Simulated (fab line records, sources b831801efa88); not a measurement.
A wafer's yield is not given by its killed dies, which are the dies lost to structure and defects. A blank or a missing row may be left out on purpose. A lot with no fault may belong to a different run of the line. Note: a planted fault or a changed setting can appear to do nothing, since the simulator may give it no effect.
Which of the tools did it?    flow sky130    14 lots with 42 wafers sampled at 6 steps, on a route of 708 steps

WHAT THE GAUGES SHOWED, per wafer
SKY_SD_P_CD_MEAS_07: the cd target is 380 nm. Usual: cd_nm reads 379.8 nm (standard deviation 2.3).
lot   measured      on         cd_nm (nm)         flag
L909  day 25 23:10  cd_sem-01  378.1 380.2 378.7  
L910  day 27 07:22  cd_sem-02  379.9 378.2 378.2  
L912  day 27 13:30  cd_sem-02  377.2 378.0 377.3  
L913  day 28 02:18  cd_sem-02  378.6 376.5 376.9  
L914  day 28 05:53  cd_sem-01  381.1 380.7 379.6  
L922  day 30 14:42  cd_sem-02  379.0 381.4 379.2  
L923  day 30 16:14  cd_sem-01  382.8 384.7 381.8  
L924  day 31 08:12  cd_sem-02  383.8 383.0 380.1  
L925  day 31 14:32  cd_sem-01  383.4 384.3 383.5  
L926  day 31 18:47  cd_sem-01  379.6 380.2 379.8  
L927  day 32 03:47  cd_sem-01  378.3 377.0 376.2  
L928  day 32 15:35  cd_sem-01  377.5 378.0 379.0  
L929  day 33 12:24  cd_sem-01  377.2 380.1 377.6  
L930  day 33 16:40  cd_sem-02  382.3 381.0 380.9  

SKY_SD_N_OVL_MEAS_08. Usual: SD_N_OVL gives -0.2 nm (standard deviation 1.4).
lot   measured      on          SD_N_OVL (nm)   flag
L909  day 28 09:20  overlay-02  1.3 -1.8 -0.3   
L910  day 29 18:02  overlay-01  -1.4 -1.0 -1.8  
L912  day 29 23:48  overlay-02  -1.5 -2.9 -0.2  
L913  day 30 12:13  overlay-02  1.6 2.8 -0.4    
L914  day 30 15:28  overlay-02  -2.3 1.4 -1.2   
L922  day 32 22:58  overlay-02  -1.9 -2.0 -1.3  
L923  day 33 00:09  overlay-02  0.1 -2.3 -0.5   
L924  day 33 15:13  overlay-01  -0.3 -0.2 1.3   
L925  day 33 20:59  overlay-01  -0.4 -2.0 -2.6  
L926  day 34 03:20  overlay-01  -0.1 1.2 1.0    
L927  day 34 10:50  overlay-01  0.8 0.0 -0.6    
L928  day 34 22:31  overlay-02  2.1 4.1 1.8     
L929  day 35 18:09  overlay-02  2.1 0.4 1.2     
L930  day 35 21:52  overlay-01  -0.3 -0.1 -0.5  

SKY_SD_N_TW_MEAS_12. Usual: SD_N_TW gives 3992 (standard deviation 38).
lot   measured      on             SD_N_TW         flag
L909  day 28 09:47  film_metro-02  4003 4008 4008  
L910  day 29 18:29  film_metro-02  31 31 31        OFF
L912  day 30 00:14  film_metro-02  30 30 30        OFF
L913  day 30 12:39  film_metro-02  4007 4011 4001  
L914  day 30 15:54  film_metro-04  3948 3973 3965  
L922  day 32 23:24  film_metro-02  4027 4015 4026  
L923  day 33 00:35  film_metro-03  3996 4037 3991  
L924  day 33 15:39  film_metro-02  4009 4003 4003  
L925  day 33 21:25  film_metro-04  3977 3978 3983  
L926  day 34 03:46  film_metro-02  4029 4029 4030  
L927  day 34 11:17  film_metro-04  3961 3963 3957  
L928  day 34 22:58  film_metro-02  4031 4035 4004  
L929  day 35 18:35  film_metro-03  4010 3998 4020  
L930  day 35 22:19  film_metro-03  4029 4018 4001  

WHICH TOOL RAN EACH LOT (tool, then ch and the chambers of the sampled wafers, then the start)
lot   SKY_POLY_CUT_STRIP_12                 SKY_RES_XHIGH_STRIP_08                SKY_SD_N_STRIP_11
L909  plasma_asher-04 ch 0,1, day 24 16:56  plasma_asher-01 ch 0,1, day 27 04:40  plasma_asher-02 ch 0,1, day 28 09:40
L910  plasma_asher-01 ch 0,1, day 26 02:08  plasma_asher-03 ch 0, day 28 12:58    plasma_asher-04 ch 0, day 29 18:22
L912  plasma_asher-04 ch 0,1, day 26 08:36  plasma_asher-02 ch 0,1, day 28 19:25  plasma_asher-02 ch 0,1, day 30 00:08
L913  plasma_asher-01 ch 1, day 26 21:48    plasma_asher-01 ch 0,1, day 29 07:55  plasma_asher-04 ch 1, day 30 12:32
L914  plasma_asher-01 ch 0,1, day 27 01:42  plasma_asher-02 ch 0,1, day 29 10:50  plasma_asher-01 ch 0,1, day 30 15:47
L922  plasma_asher-03 ch 0,1, day 29 10:14  plasma_asher-03 ch 0,1, day 31 18:59  plasma_asher-02 ch 0,1, day 32 23:17
L923  plasma_asher-04 ch 0,1, day 29 12:56  plasma_asher-03 ch 0,1, day 31 20:13  plasma_asher-02 ch 0,1, day 33 00:29
L924  plasma_asher-03 ch 1, day 30 03:50    plasma_asher-01 ch 0,1, day 32 11:49  plasma_asher-01 ch 0,1, day 33 15:32
L925  plasma_asher-01 ch 0,1, day 30 10:05  plasma_asher-01 ch 0,1, day 32 18:25  plasma_asher-01 ch 0,1, day 33 21:19
L926  plasma_asher-03 ch 0,1, day 30 14:53  plasma_asher-01 ch 0,1, day 32 23:31  plasma_asher-04 ch 0,1, day 34 03:40
L927  plasma_asher-04 ch 0,1, day 31 00:32  plasma_asher-03 ch 0,1, day 33 07:12  plasma_asher-01 ch 0,1, day 34 11:11
L928  plasma_asher-04 ch 0,1, day 31 12:47  plasma_asher-02 ch 0,1, day 33 19:07  plasma_asher-01 ch 0,1, day 34 22:52
L929  plasma_asher-04 ch 0,1, day 32 08:11  plasma_asher-02 ch 0,1, day 34 15:19  plasma_asher-02 ch 1, day 35 18:29
L930  plasma_asher-01 ch 0,1, day 32 13:12  plasma_asher-02 ch 0,1, day 34 19:56  plasma_asher-02 ch 0,1, day 35 22:13
- SKY_POLY_CUT_STRIP_12: strips in O2/N2.
- SKY_RES_XHIGH_STRIP_08: strips in O2/N2.
- SKY_SD_N_STRIP_11: strips in O2/N2.

AS READ BY THE TOOLS THEMSELVES (means over the sampled wafers that have a number; for cases with no such wafer, the mark the record gives instead)
SKY_POLY_CUT_STRIP_12. Usual: chamber_pressure_mTorr 1500.0 mTorr, standard deviation 1.2; drypump_motor_current_A 5.9 A, standard deviation 0.51; o2_flow_sccm 3000 sccm, standard deviation 8.4; oes_product_au 0.453 a.u., standard deviation 0.0048; strip_time_to_endpoint_s 5.359 s, standard deviation 0.018.
lot   tool             chamber_pressure_mTorr (mTorr)  drypump_motor_current_A (A)  o2_flow_sccm (sccm)  oes_product_au (a.u.)  strip_time_to_endpoint_s (s)  flag
L909  plasma_asher-04  1500.9                          5.8                          3001                 0.455                  5.351                         
L910  plasma_asher-01  1498.8                          5.6                          2992                 0.452                  5.384                         
L912  plasma_asher-04  1499.1                          5.8                          2999                 0.452                  5.350                         
L913  plasma_asher-01  1499.8                          6.3                          3001                 0.453                  5.365                         
L914  plasma_asher-01  1498.9                          6.0                          2996                 0.450                  5.341                         
L922  plasma_asher-03  1499.3                          6.1                          3001                 0.456                  5.368                         
L923  plasma_asher-04  1499.6                          5.8                          3016                 0.458                  5.344                         
L924  plasma_asher-03  1500.8                          5.7                          2999                 0.448                  5.327                         
L925  plasma_asher-01  1499.9                          5.9                          3011                 0.452                  5.345                         
L926  plasma_asher-03  1500.4                          6.1                          3000                 0.445                  5.335                         
L927  plasma_asher-04  1499.7                          5.7                          2994                 0.450                  5.340                         
L928  plasma_asher-04  1500.2                          6.2                          3004                 0.456                  5.367                         
L929  plasma_asher-04  1499.3                          5.8                          3007                 0.451                  5.377                         
L930  plasma_asher-01  1500.2                          6.0                          2993                 0.450                  5.382                         

SKY_RES_XHIGH_STRIP_08. Usual: chamber_pressure_mTorr 1500.1 mTorr, standard deviation 1.4; drypump_motor_current_A 5.9 A, standard deviation 0.37; o2_flow_sccm 2999 sccm, standard deviation 8.6; oes_product_au 0.711 a.u., standard deviation 0.005; strip_time_to_endpoint_s 14.27 s, standard deviation 0.041.
lot   tool             chamber_pressure_mTorr (mTorr)  drypump_motor_current_A (A)  o2_flow_sccm (sccm)  oes_product_au (a.u.)  strip_time_to_endpoint_s (s)  flag
L909  plasma_asher-01  1499.7                          5.6                          2998                 0.708                  14.29                         
L910  plasma_asher-03  -                               -                            -                    -                      -                             OFF
L912  plasma_asher-02  -                               -                            -                    -                      -                             OFF
L913  plasma_asher-01  1500.4                          5.6                          2994                 0.714                  14.30                         
L914  plasma_asher-02  1500.3                          5.7                          3002                 0.709                  14.30                         
L922  plasma_asher-03  1501.3                          6.1                          2998                 0.715                  14.23                         
L923  plasma_asher-03  1500.3                          5.9                          3002                 0.707                  14.23                         
L924  plasma_asher-01  1501.3                          5.9                          2997                 0.713                  14.32                         
L925  plasma_asher-01  1500.1                          5.6                          3002                 0.716                  14.32                         
L926  plasma_asher-01  1499.3                          5.9                          3004                 0.712                  14.30                         
L927  plasma_asher-03  1499.2                          5.9                          2996                 0.712                  14.21                         
L928  plasma_asher-02  1501.2                          5.8                          2994                 0.713                  14.20                         
L929  plasma_asher-02  1500.9                          5.7                          2998                 0.712                  14.22                         
L930  plasma_asher-02  1500.1                          5.7                          3003                 0.712                  14.25                         

SKY_SD_N_STRIP_11. Usual: chamber_pressure_mTorr 1500.3 mTorr, standard deviation 1.4; drypump_motor_current_A 5.8 A, standard deviation 0.45; o2_flow_sccm 3002 sccm, standard deviation 9.5; oes_product_au 0.527 a.u., standard deviation 0.0043; strip_time_to_endpoint_s 22.56 s, standard deviation 0.038.
lot   tool             chamber_pressure_mTorr (mTorr)  drypump_motor_current_A (A)  o2_flow_sccm (sccm)  oes_product_au (a.u.)  strip_time_to_endpoint_s (s)  flag
L909  plasma_asher-02  1500.3                          5.8                          2999                 0.527                  22.53                         
L910  plasma_asher-04  1500.1                          5.4                          3002                 0.615                  39.47                         OFF
L912  plasma_asher-02  1500.8                          5.8                          2992                 0.619                  39.44                         OFF
L913  plasma_asher-04  1499.4                          6.6                          3000                 0.529                  22.56                         
L914  plasma_asher-01  1499.9                          5.6                          2996                 0.525                  22.56                         
L922  plasma_asher-02  1500.5                          5.8                          3003                 0.531                  22.52                         
L923  plasma_asher-02  1499.4                          5.7                          3006                 0.533                  22.52                         
L924  plasma_asher-01  1499.4                          5.6                          3009                 0.524                  22.57                         
L925  plasma_asher-01  1500.0                          5.6                          2999                 0.525                  22.60                         
L926  plasma_asher-04  1500.6                          5.8                          2998                 0.530                  22.51                         
L927  plasma_asher-01  1501.0                          5.9                          3014                 0.527                  22.62                         
L928  plasma_asher-01  1500.7                          5.6                          3001                 0.532                  22.52                         
L929  plasma_asher-02  1501.3                          5.6                          3003                 0.530                  22.60                         
L930  plasma_asher-02  1500.4                          5.8                          3005                 0.529                  22.55                         

THE ANSWER, worked out from the rows above alone
Rule: a lot counts as off when the mean over its wafers that have a number is more than 3 standard deviations away from the usual mean. Also off: a lot with no number at a reading for which 4 or more lots have one. Any other lot the step has rows for is counted as sound. First the gauges in route order, then the tools' own readings, where a lot's mean is used as printed above. The first step at which some lot is off is used, and at that step the reading that is off furthest; a lot without a number counts as furthest.
Off: L910, L912, seen at SKY_SD_N_TW_MEAS_12 (SD_N_TW).
If a tool, at a process step before that reading, ran all the lots that are off and no sound lot after the first of them, it fits. The gauges at SKY_SD_N_TW_MEAS_12 aren't tried: what is off there is off at SKY_RES_XHIGH_STRIP_08 too, on other tools, and a gauge's error can't cause that. Not one of the candidates tried fits.

WHAT HAD BEEN PUT IN BY THE SIMULATOR
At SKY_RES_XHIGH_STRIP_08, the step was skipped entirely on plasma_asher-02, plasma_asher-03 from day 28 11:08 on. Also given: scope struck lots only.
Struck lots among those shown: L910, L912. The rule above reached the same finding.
